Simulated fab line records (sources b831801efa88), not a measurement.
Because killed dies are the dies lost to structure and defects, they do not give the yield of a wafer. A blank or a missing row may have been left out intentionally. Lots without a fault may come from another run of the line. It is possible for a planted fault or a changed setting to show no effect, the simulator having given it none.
Matching of chambers	flow gf180mcu	4 sister chambers for GF_CONTACT_CMP_04 on cmp-02
The step polishes SiO2. 8 wafers are shown with their chamber, then 7 later ones without.

WAFERS, EACH WITH ITS CHAMBER
wafer	chamber	motorCurrentA (A)	headPressurePsi (psi)
L775.2	2	12.4	3.989
L778.4	1	11.4	4.014
L778.5	0	12.7	3.996
L785.1	3	14.9	3.993
L785.3	0	13.3	4.008
L785.6	1	11.6	4.001
L790.1	3	14.8	4.013
L790.2	2	13.2	3.999

WAFERS WITHOUT THEIR CHAMBER
wafer	motorCurrentA (A)	headPressurePsi (psi)
L790.5	11.6	3.999
L792.1	12.9	3.998
L792.2	12.6	4.002
L792.6	12.5	4.000
L796.2	12.6	3.993
L796.4	14.8	4.011
L796.6	15.6	4.015

WHICH CHAMBER EACH WENT THROUGH
wafer	from the rows above	in truth
L790.5	1	1
L792.1	can't be placed: 0 or 2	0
L792.2	can't be placed: 2 or 0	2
L792.6	can't be placed: 2 or 0 or 1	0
L796.2	can't be placed: 2 or 0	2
L796.4	3	3
L796.6	3	3
Correctly placed: 3 of 7. Unplaceable from these rows: 4, with the true chamber sitting among the candidates in 4. Placed wrongly: 0.
How it was worked out, from the rows above alone: a wafer's distance from a chamber is the root of the sum, over the readings, of the square of ((its reading less the chamber's mean) divided by the reading's scatter). If the next closest chamber is less than 2 further off than the closest, the wafer can't be placed; otherwise it belongs to the closest. A chamber's mean is the mean of its shown wafers. The scatter is the square root of a quotient: the sum, over the shown wafers, of each reading's squared deviation from its chamber's mean, divided by wafers minus chambers.
